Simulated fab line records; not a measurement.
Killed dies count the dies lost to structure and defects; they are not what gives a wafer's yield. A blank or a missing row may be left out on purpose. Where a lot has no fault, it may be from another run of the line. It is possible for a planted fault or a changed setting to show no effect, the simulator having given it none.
Which of the tools did it? | flow sky130 | 11 lots with 33 wafers sampled at 5 steps, on a route of 708 steps

## WHAT THE GAUGES SHOWED, per wafer
SKY_CONTACT_CD_MEAS_14: the cd target is 170 nm.
lot  | measured     | on       | cdNm (nm)
L665 | day 32 04:27 | cdSem-02 | 167.2 167.5 166.3
L666 | day 33 03:18 | cdSem-01 | 168.9 169.7 170.2
L667 | day 33 05:41 | cdSem-01 | 167.8 166.4 169.0
L675 | day 35 20:22 | cdSem-02 | 167.9 168.3 169.4
L676 | day 35 20:49 | cdSem-01 | 173.0 172.7 171.9
L678 | day 36 14:04 | cdSem-01 | 172.1 169.4 170.2
L679 | day 36 23:19 | cdSem-01 | 170.3 168.9 167.8
L682 | day 37 22:49 | cdSem-02 | 167.7 167.4 167.6
L683 | day 38 03:40 | cdSem-01 | 166.2 168.5 167.2
L684 | day 38 08:12 | cdSem-02 | 168.7 168.5 167.4
L685 | day 38 16:02 | cdSem-01 | 171.6 172.2 172.8

SKY_METAL1_RS_MEAS_05: a four-point-probe measurement.
lot  | measured     | on           | METAL1_ALCU_RS (ohm/sq)
L665 | day 32 06:10 | filmMetro-03 | 0.1274 0.1229 0.1261
L666 | day 33 04:58 | filmMetro-02 | 0.1256 0.1260 0.1271
L667 | day 33 07:21 | filmMetro-03 | 0.1294 0.1257 0.1263
L675 | day 35 22:15 | filmMetro-02 | 0.1247 0.1248 0.1242
L676 | day 35 22:33 | filmMetro-01 | 0.1271 0.1274 0.1233
L678 | day 36 15:45 | filmMetro-03 | 0.1271 0.1273 0.1281
L679 | day 37 08:08 | filmMetro-03 | 0.1270 0.1243 0.1251
L682 | day 38 00:29 | filmMetro-03 | 0.1266 0.1263 0.1262
L683 | day 38 05:20 | filmMetro-02 | 0.1275 0.1266 0.1261
L684 | day 38 09:52 | filmMetro-03 | 0.1255 0.1258 0.1264
L685 | day 38 17:54 | filmMetro-02 | 0.1274 0.1264 0.1284

## WHAT TOOL EACH LOT RAN ON (gives the tool, then ch and the chambers of the sampled wafers, and finally the start)
lot  | SKY_CONTACT_COAT_08              | SKY_CONTACT_ETCH_16               | SKY_CONTACT_STRIP_19
L665 | lithoTrack-03 ch 0, day 31 13:34 | rieDiel-01 ch 0,1,2, day 32 04:37 | plasmaAsher-03 ch 0,1, day 32 04:44
L666 | lithoTrack-01 ch 0, day 32 13:31 | rieDiel-04 ch 0,2,3, day 33 03:25 | plasmaAsher-01 ch 0,1, day 33 03:35
L667 | lithoTrack-01 ch 0, day 32 15:30 | rieDiel-04 ch 1,2, day 33 05:49   | plasmaAsher-04 ch 0,1, day 33 05:57
L675 | lithoTrack-03 ch 0, day 35 06:25 | rieDiel-04 ch 0,2, day 35 20:31   | plasmaAsher-01 ch 0,1, day 35 20:43
L676 | lithoTrack-01 ch 0, day 35 07:04 | rieDiel-01 ch 0,3, day 35 20:59   | plasmaAsher-03 ch 0,1, day 35 21:07
L678 | lithoTrack-01 ch 0, day 36 00:10 | rieDiel-04 ch 0,1,3, day 36 14:14 | plasmaAsher-03 ch 0,1, day 36 14:22
L679 | lithoTrack-03 ch 0, day 36 10:01 | rieDiel-03 ch 0,2, day 36 23:28   | plasmaAsher-01 ch 0,1, day 37 06:40
L682 | lithoTrack-02 ch 0, day 37 09:14 | rieDiel-01 ch 0,2, day 37 22:58   | plasmaAsher-04 ch 0,1, day 37 23:06
L683 | lithoTrack-02 ch 0, day 37 14:41 | rieDiel-04 ch 0,3, day 38 03:50   | plasmaAsher-03 ch 1, day 38 03:58
L684 | lithoTrack-02 ch 0, day 37 19:17 | rieDiel-01 ch 0,1,2, day 38 08:19 | plasmaAsher-03 ch 0,1, day 38 08:29
L685 | lithoTrack-03 ch 0, day 38 03:26 | rieDiel-03 ch 0,1,2, day 38 16:10 | plasmaAsher-01 ch 0,1, day 38 16:18
- SKY_CONTACT_COAT_08: resist thk 60 nm.
- SKY_CONTACT_ETCH_16: etches BARC in N2/H2, stops on SiO2, time 45.9 s, target depth 60 nm.
- SKY_CONTACT_STRIP_19: strips in O2/N2.

## WHAT THE TOOLS THEMSELVES READ (means of the sampled wafers that have a number; where no wafer has one, the mark that the record gives instead)
SKY_CONTACT_ETCH_16.
lot  | tool       | chamberPressureMTorr (mTorr) | drypumpMotorCurrentA (A) | oesProductAu (a.u.) | throttleValvePct (%)
L665 | rieDiel-01 | 29.984                       | 5.7                      | 0.856               | 13.236
L666 | rieDiel-04 | 29.998                       | 6.0                      | 0.859               | 13.221
L667 | rieDiel-04 | 29.996                       | 5.6                      | 0.855               | 13.223
L675 | rieDiel-04 | 30.007                       | 5.8                      | 0.851               | 13.218
L676 | rieDiel-01 | 29.986                       | 5.4                      | 0.937               | 13.229
L678 | rieDiel-04 | 29.990                       | 5.5                      | 0.898               | 13.231
L679 | rieDiel-03 | 29.975                       | 5.4                      | 0.857               | 13.227
L682 | rieDiel-01 | 30.010                       | 5.7                      | 0.854               | 13.221
L683 | rieDiel-04 | 29.978                       | 5.7                      | 0.856               | 13.223
L684 | rieDiel-01 | 29.974                       | 5.8                      | 0.855               | 13.222
L685 | rieDiel-03 | 29.979                       | 5.5                      | 0.854               | 13.227

SKY_CONTACT_STRIP_19.
lot  | tool           | chamberPressureMTorr (mTorr) | drypumpMotorCurrentA (A) | oesProductAu (a.u.) | stripTimeToEndpointS (s)
L665 | plasmaAsher-03 | 1499.6                       | 5.0                      | 0.386               | 3.613
L666 | plasmaAsher-01 | 1501.1                       | 5.6                      | 0.382               | 3.590
L667 | plasmaAsher-04 | 1499.3                       | 5.8                      | 0.381               | 3.574
L675 | plasmaAsher-01 | 1500.0                       | 5.6                      | 0.382               | 3.618
L676 | plasmaAsher-03 | 1500.6                       | 5.1                      | 0.386               | 3.742
L678 | plasmaAsher-03 | 1500.0                       | 5.1                      | 0.380               | 3.660
L679 | plasmaAsher-01 | 1498.8                       | 5.7                      | 0.382               | 3.610
L682 | plasmaAsher-04 | 1500.2                       | 5.8                      | 0.378               | 3.611
L683 | plasmaAsher-03 | 1500.0                       | 5.1                      | 0.378               | 3.663
L684 | plasmaAsher-03 | 1500.5                       | 5.0                      | 0.381               | 3.633
L685 | plasmaAsher-01 | 1501.5                       | 5.6                      | 0.380               | 3.631

## THE ANSWER, worked out from the rows above alone
Rule: usual is defined by the lots themselves. Put in order of their means at a reading, lots are off if they are a third of the lots or fewer, leave a main group of 4 or more, and stand apart from it by a gap of 3 or more times the standard deviation of the main group's means; of several such gaps the widest counts. A main group whose means are all the same, to the digits that the tables above print for the reading, isn't used. Also off: a lot with no number at a reading for which 4 or more lots have one. Where the step has rows for the other lots, those lots are counted as sound. First the gauges in route order, then the tools' own readings, where a lot's mean is used as printed above. The first step at which some lot is off is used, and at that step the reading that is off furthest; a lot without a number counts as furthest.
Off at SKY_CONTACT_ETCH_16 (oesProductAu): L676, L678. Main group: mean 0.855 a.u., sd 0.0021.
If a tool, at that step or one of the process steps before it, ran each lot that is off and ran no sound lot following the first of them, it fits. One candidate fits, namely lithoTrack-01 at SKY_CONTACT_COAT_08. Its last sound lot is L667 (day 32 15:30), its first lot that is off L676 (day 35 07:04): a fault that began between those two fits.

## WHAT WAS PUT IN BY THE SIMULATOR
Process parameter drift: lithoTrack-01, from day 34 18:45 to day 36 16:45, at SKY_CONTACT_COAT_08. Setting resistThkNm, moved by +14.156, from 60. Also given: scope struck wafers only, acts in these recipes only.
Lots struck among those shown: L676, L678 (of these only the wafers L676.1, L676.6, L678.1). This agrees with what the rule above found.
